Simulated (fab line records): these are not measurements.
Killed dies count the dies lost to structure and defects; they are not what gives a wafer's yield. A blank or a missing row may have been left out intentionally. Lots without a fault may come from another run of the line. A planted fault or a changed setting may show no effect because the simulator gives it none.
Which of the tools did it?	flow sky130	13 lots with 39 wafers sampled at 4 steps, on a route of 708 steps

== WHAT THE GAUGES READ, wafer by wafer ==
SKY_METAL3_CD_MEAS_13 targets a cd of 300 nm.
lot	measured	on	cdNm (nm)
L334	day 38 05:03	cdSem-01	301.9 300.0 301.2
L335	day 39 00:13	cdSem-01	299.3 301.2 300.8
L336	day 39 02:02	cdSem-02	299.4 299.4 300.7
L337	day 39 22:25	cdSem-02	298.3 298.4 299.2
L338	day 40 02:29	cdSem-02	299.3 301.9 300.4
L340	day 40 17:15	cdSem-01	301.3 301.2 299.9
L341	day 40 19:58	cdSem-02	300.5 300.1 300.1
L339	day 40 20:35	cdSem-01	300.9 301.3 301.3
L342	day 41 07:10	cdSem-01	301.0 301.4 300.1
L349	day 43 02:35	cdSem-02	300.1 300.2 283.4
L353	day 44 06:51	cdSem-01	300.5 299.5 298.5
L354	day 44 09:37	cdSem-01	300.1 300.1 299.6
L356	day 44 22:42	cdSem-02	299.8 300.6 299.3

SKY_METAL3_OVL_MEAS_14.
lot	measured	on	METAL3_OVL (nm)
L334	day 38 05:09	overlay-01	-4 -3 0
L335	day 39 00:20	overlay-01	-4 -5 -4
L336	day 39 02:09	overlay-01	-13 0 -2
L337	day 39 22:31	overlay-02	-3 2 -4
L338	day 40 02:35	overlay-02	1 -1 3
L340	day 40 17:22	overlay-02	-13 2 -8
L341	day 40 20:04	overlay-01	7 -3 5
L339	day 40 20:42	overlay-02	0 2 2
L342	day 41 07:16	overlay-02	-2 1 -5
L349	day 43 02:41	overlay-01	-2 5 -4
L353	day 44 06:57	overlay-01	4 0 -2
L354	day 44 09:43	overlay-01	2 4 -1
L356	day 44 22:49	overlay-02	-3 -4 -3

== TOOL THAT RAN EACH LOT (tool first, then ch and the chambers of the sampled wafers, then the start) ==
lot	SKY_METAL3_SPUTTER_00	SKY_METAL3_EXPOSE_10
L334	pvdSputter-02, day 35 23:38	krfScanner-02 ch 0, day 37 16:23
L335	pvdSputter-02, day 36 19:26	krfScanner-01 ch 0, day 38 11:37
L336	pvdSputter-04, day 36 21:25	krfScanner-02 ch 0, day 38 13:53
L337	pvdSputter-02, day 37 18:44	krfScanner-01 ch 0, day 39 10:10
L338	pvdSputter-03, day 37 23:28	krfScanner-01 ch 0, day 39 14:45
L340	pvdSputter-02, day 38 16:28	krfScanner-02 ch 0, day 40 04:59
L341	pvdSputter-03, day 38 17:48	krfScanner-01 ch 0, day 40 07:38
L339	pvdSputter-04, day 38 18:59	krfScanner-01 ch 0, day 40 08:17
L342	pvdSputter-02, day 39 05:13	krfScanner-01 ch 0, day 40 19:36
L349	pvdSputter-04, day 41 02:32	krfScanner-01 ch 0, day 42 14:45
L353	pvdSputter-03, day 42 08:40	krfScanner-02 ch 0, day 43 19:32
L354	pvdSputter-03, day 42 11:08	krfScanner-02 ch 0, day 43 23:16
L356	pvdSputter-04, day 43 00:53	krfScanner-02 ch 0, day 44 11:28
- SKY_METAL3_SPUTTER_00: material Ti, target thk 15 nm, time 10 s.
- SKY_METAL3_EXPOSE_10: exposes mask MM3, target cd 300 nm.

== WHAT THE TOOLS THEMSELVES READ (means of the sampled wafers that have a number; where no wafer has one, the mark that the record gives instead) ==
SKY_METAL3_SPUTTER_00.
lot	tool	cathodeDcPowerW (W)	throttleValvePct (%)
L334	pvdSputter-02	2999.8	29.6
L335	pvdSputter-02	2999.4	30.8
L336	pvdSputter-04	2999.7	30.5
L337	pvdSputter-02	3000.2	30.3
L338	pvdSputter-03	3000.1	30.9
L340	pvdSputter-02	3000.4	29.7
L341	pvdSputter-03	2999.6	30.2
L339	pvdSputter-04	2999.9	29.5
L342	pvdSputter-02	2999.7	29.9
L349	pvdSputter-04	3000.7	30.3
L353	pvdSputter-03	2999.4	30.8
L354	pvdSputter-03	2999.5	31.0
L356	pvdSputter-04	3000.1	29.6

== THE ANSWER, worked out from the rows above alone ==
Rule: the lots themselves supply what counts as usual. Put in order of their means at a reading, lots are off if they are a third of the lots or fewer, leave a main group of 4 or more, and stand apart from it by a gap of 3 or more times the standard deviation of the main group's means; of several such gaps the widest counts. A main group is skipped when, at the precision printed for the reading in the tables above, its means are all equal. Also off: a lot with no number at a reading for which 4 or more lots have one. All remaining lots with rows at the step are treated as sound. Order of review: gauges by route order, followed by the tools' own readings, for which a lot's mean as printed above is used. The first step at which some lot is off is used, and at that step the reading that is off furthest; a lot without a number counts as furthest.
Off: L349 (SKY_METAL3_CD_MEAS_13, cdNm). The main group: mean 300.2 nm, standard deviation 0.69.
A tool fits if, at a process step before that reading, it ran every lot that is off, and no sound lot after the first of them. The gauges at SKY_METAL3_CD_MEAS_13 are tried like those tools. One fits: krfScanner-01 at SKY_METAL3_EXPOSE_10. Its last sound lot is L342 (day 40 19:36), its first lot that is off L349 (day 42 14:45): a fault that began between those two fits.

== WHAT WAS PUT IN BY THE SIMULATOR ==
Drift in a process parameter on krfScanner-01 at SKY_METAL3_EXPOSE_10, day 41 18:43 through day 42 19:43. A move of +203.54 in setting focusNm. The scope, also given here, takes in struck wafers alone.
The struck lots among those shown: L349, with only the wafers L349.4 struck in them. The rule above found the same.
